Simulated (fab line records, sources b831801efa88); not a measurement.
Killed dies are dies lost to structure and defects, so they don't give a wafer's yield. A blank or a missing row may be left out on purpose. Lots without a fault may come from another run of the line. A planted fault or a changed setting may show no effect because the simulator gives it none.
A struck lot beside a sound one | flow sky130 | 14 steps out of a route of 708
Sound: wafers L255.1, L255.2, L255.5. Struck: wafers L266.1, L266.3, L266.4. The cause comes at the end.
At each step with rows: each side's tool, then ch and its chambers, then its first start. Under that, the readings that differ: sound wafers | struck wafers | difference of the means | sigmas: that difference in standard deviations of wafers without a fault.
alike: readings whose means differ by less than 2 such deviations, and words and numbers that are the same on both sides. not compared: withheld readings, readings that some wafer has no value for, bounds like >300 that may hide the same value, and numbers for which the record gives no deviation and whose values overlap.
The two part at a step that has a row with sigmas, a row that says differs or no value, or rows on one side only. Numbers that don't overlap but have no deviation are shown without sigmas and don't part them. A reading that every wafer of one side lacks parts them only if that side has two wafers or more.

first, 1 step without rows for these wafers: SKY_POLY_GATE_IMPLANT_02.
SKY_RES_PROTECT_STRIP_07: strips in O2/N2.
  sound on plasma_asher-03 ch 0,1, day 18 23:49; struck on plasma_asher-02 ch 0,1, day 23 09:01
  alike: drypump_motor_current_A, o2_flow_sccm, oes_product_au, strip_time_to_endpoint_s
  not compared: rf_hours_counter_h
SKY_RES_PROTECT_TW_MEAS_08:
  sound on film_metro-04, day 18 23:55; struck on film_metro-04, day 23 09:07
  alike: POLY_GATE_TW
then, 2 steps without rows for these wafers: SKY_RES_PROTECT_CLEAN_09 (cleans in SC1/SC2, time 150 s); SKY_POLY_GATE_CVD_03 (deposits Si3N4 from DCS/NH3, target thk 75 nm, time 1290 s).
SKY_POLY_GATE_THK_MEAS_04:
  sound on film_metro-04, day 19 01:38; struck on film_metro-04, day 23 12:20
  alike: POLY_GATE_CVD_03_THK
then, 6 steps without rows for these wafers: SKY_POLY_GATE_DEHYDRATE_05 (time 60 s); SKY_POLY_GATE_HMDS_06 (prime time 60 s); SKY_POLY_GATE_COAT_07 (resist thk 110 nm); SKY_POLY_GATE_COAT_08 (resist thk 450 nm); SKY_POLY_GATE_SOFTBAKE_09 (time 90 s); SKY_POLY_GATE_EXPOSE_10 (exposes mask P1M, target cd 150 nm).
SKY_POLY_GATE_PEB_11:
  sound on litho_track-02 ch 0, day 20 07:00; struck on litho_track-03, day 24 18:00
  reading         | sound          | struck | difference                    | sigmas
  exhaust_pa (Pa) | 43.9 44.1 43.3 | - - -  | no value on the struck wafers |
  not compared: chill_plate_temp_C
then, 1 step without rows for these wafers: SKY_POLY_GATE_DEVELOP_12 (develop time 60 s).

WHERE THEY PART
Only at SKY_POLY_GATE_PEB_11, within this record.

WHY: what the simulator had put in
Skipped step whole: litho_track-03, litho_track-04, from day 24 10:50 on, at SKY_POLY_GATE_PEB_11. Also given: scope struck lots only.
